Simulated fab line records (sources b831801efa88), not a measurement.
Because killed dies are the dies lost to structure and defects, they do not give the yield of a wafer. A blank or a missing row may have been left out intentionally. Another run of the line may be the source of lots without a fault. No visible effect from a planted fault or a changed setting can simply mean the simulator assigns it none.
Which tool was responsible?    flow sky130    Sampling: 6 lots, 18 wafers, 2 of 708 route steps

## WHAT THE GAUGES READ, wafer by wafer
SKY_VT_ADJUST_HVTR_OVL_MEAS_08.
lot   measured      on          VT_ADJUST_HVTR_OVL (nm)
L253  day 10 09:38  overlay-01  2.0 1.1 1.3
L259  day 11 19:13  overlay-02  1.3 0.9 0.6
L263  day 13 02:28  overlay-02  -89.8 -88.9 -90.3
L266  day 14 03:40  overlay-02  -90.2 -88.3 -89.8
L269  day 14 20:24  overlay-02  0.7 1.2 0.0
L273  day 16 07:51  overlay-01  -3.2 0.2 -1.2

## EACH LOT AND THE TOOL THAT RAN IT (in order: tool; ch and the chambers of the sampled wafers; start)
lot   SKY_VT_ADJUST_HVTR_EXPOSE_04
L253  ilineStepper-02 ch 0, day 9 21:37
L259  ilineStepper-01 ch 0, day 11 07:37
L263  ilineStepper-02 ch 0, day 12 14:37
L266  ilineStepper-02 ch 0, day 13 15:03
L269  ilineStepper-01 ch 0, day 14 06:51
L273  ilineStepper-01 ch 0, day 15 17:59
- SKY_VT_ADJUST_HVTR_EXPOSE_04: exposes mask HVTRM, target cd 380 nm.

## THE ANSWER, worked out from the rows above alone
Rule: usual is defined by the lots themselves. Put in order of their means at a reading, lots are off if they are a third of the lots or fewer, leave a main group of 4 or more, and stand apart from it by a gap of 3 or more times the standard deviation of the main group's means; of several such gaps the widest counts. If all means in a main group match to the digits the tables above print for the reading, that group is not used. A lot without any number at a reading at which 4 lots or more have one is off too. Any other lot the step has rows for is counted as sound.
Off: L263, L266, at SKY_VT_ADJUST_HVTR_OVL_MEAS_08 (VT_ADJUST_HVTR_OVL). Mean 0.4 nm and standard deviation 1.1 in the main group.
If a tool, at a process step before that reading, ran all the lots that are off and no sound lot after the first of them, it fits. Gauges at SKY_VT_ADJUST_HVTR_OVL_MEAS_08: tried the same way as those tools. One candidate fits, namely ilineStepper-02 at SKY_VT_ADJUST_HVTR_EXPOSE_04. A fault onset in the window from L253 (day 9 21:37, its last sound lot) to L263 (day 12 14:37, its first lot off) fits.

## WHAT WAS PUT IN BY THE SIMULATOR
Scanner matching overlay: ilineStepper-02, from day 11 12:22 on, at SKY_VT_ADJUST_HVTR_EXPOSE_04. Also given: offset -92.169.
Struck lots among those shown: L263, L266. The same result came from the rule above.
